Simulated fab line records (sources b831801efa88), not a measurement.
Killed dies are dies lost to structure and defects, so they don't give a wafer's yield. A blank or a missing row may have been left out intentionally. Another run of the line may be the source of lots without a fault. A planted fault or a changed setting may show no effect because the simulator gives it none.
Problem report, 8D (eight disciplines) form, completed by code | flow sky130 | the parts of the form that need people (team, actions taken, sign-off) are left out

== 1. THE PROBLEM ==
oesProductAu at SKY_POLY_GATE_ETCH_17 reads a mean of 0.896 a.u. on 1 wafer of 1 lot; wafers without a fault read 0.984 a.u. with a standard deviation of 0.0068. Relative to the usual mean, that is a shift of -13 standard deviations.
The step: etches poly-Si in HBr/Cl2, stops on SiO2, target depth 180 nm, time 70.5 s.
Earliest sighting: wafer L457.1 on rieSi-02 at day 20 04:29. The record holds 39 wafers of 13 lots with a number at this step. The rule behind "out" and "out of limits": a value lying over 4 standard deviations away from the usual mean. The rest of the wafers with a number are treated as sound.

== 2. WHAT IT IS, AND WHAT IT ISN'T ==
question                    | is                | is not
which readings at this step | oesProductAu      | chamberPressureMTorr, drypumpMotorCurrentA, rfFwdPowerW
which lots                  | L457              | L447, L448, L451, L452, L454, L464, L465, L466, L467, L468, L469, L470
which wafers of those lots  | L457.1            | L457.3, L457.4
read on which tools         | rieSi-02          | rieSi-01
when                        | from day 20 04:29 | up to then (17 sound wafers); but 21 sound wafers of L464, L465, L466, L467, L468, L469, L470 came after

== 3. WHAT RULES OUT EACH SUSPECT ==
Counting: if a tool at a process step up to the reading ran every lot that is out, it stays a suspect. Sound lots after the first of them don't rule it out here, since some wafers of a struck lot are sound.
- rieSi-02 at SKY_POLY_GATE_ETCH_17 (etches poly-Si in HBr/Cl2, stops on SiO2, target depth 180 nm, time 70.5 s): kept. It processed L457, the lot that is out, at day 20 04:29, and its most recent sound lot before then was L454 at day 19 01:49. Its own oesProductAu readings are out on those wafers.
- rieSi-02, SKY_POLY_GATE_ETCH_17: wafers that are out in chamber 1, sound lot-mates in chambers 0, 2.
Remaining after the count: rieSi-02 at SKY_POLY_GATE_ETCH_17.

== 4. THE CAUSE (what the simulator had put in) ==
rieSi-02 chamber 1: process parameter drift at SKY_POLY_GATE_ETCH_17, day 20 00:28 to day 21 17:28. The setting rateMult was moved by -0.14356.
Only this tool survived the counting.

== 5. THE CHAIN OF EFFECTS, in route order ==
One row per reading whose mean, taken over the struck wafers that have a number, lies over 3 standard deviations from the usual. Scope: only readings with a usual standard deviation given in the record; hours: median across lots of the time from each lot's start at the first step in this table that gives one to its start at this step; sigmas: change in usual standard deviations.
hours | step                   | reading              | usual      | on struck wafers | change | sigmas
0     | SKY_POLY_GATE_ETCH_17  | oesProductAu         | 0.984 a.u. | 0.896            | -0.088 | -13
0     | SKY_POLY_GATE_ETCH_17  | throttleValvePct     | 33.684 %   | 33.646           | -0.038 | -3.8
0     | SKY_POLY_GATE_STRIP_18 | stripTimeToEndpointS | 3.185 s    | 3.341            | +0.156 | +5.8
Here are the process steps it includes:
- SKY_POLY_GATE_ETCH_17: etches poly-Si in HBr/Cl2, stops on SiO2, target depth 180 nm, time 70.5 s.
- SKY_POLY_GATE_STRIP_18: strips in O2/N2.

== 6. HOW IT WOULD HAVE BEEN CAUGHT EARLIER ==
In this record no reading fell out of limits until day 20 04:29, 4 hours after the fault had begun at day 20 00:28.
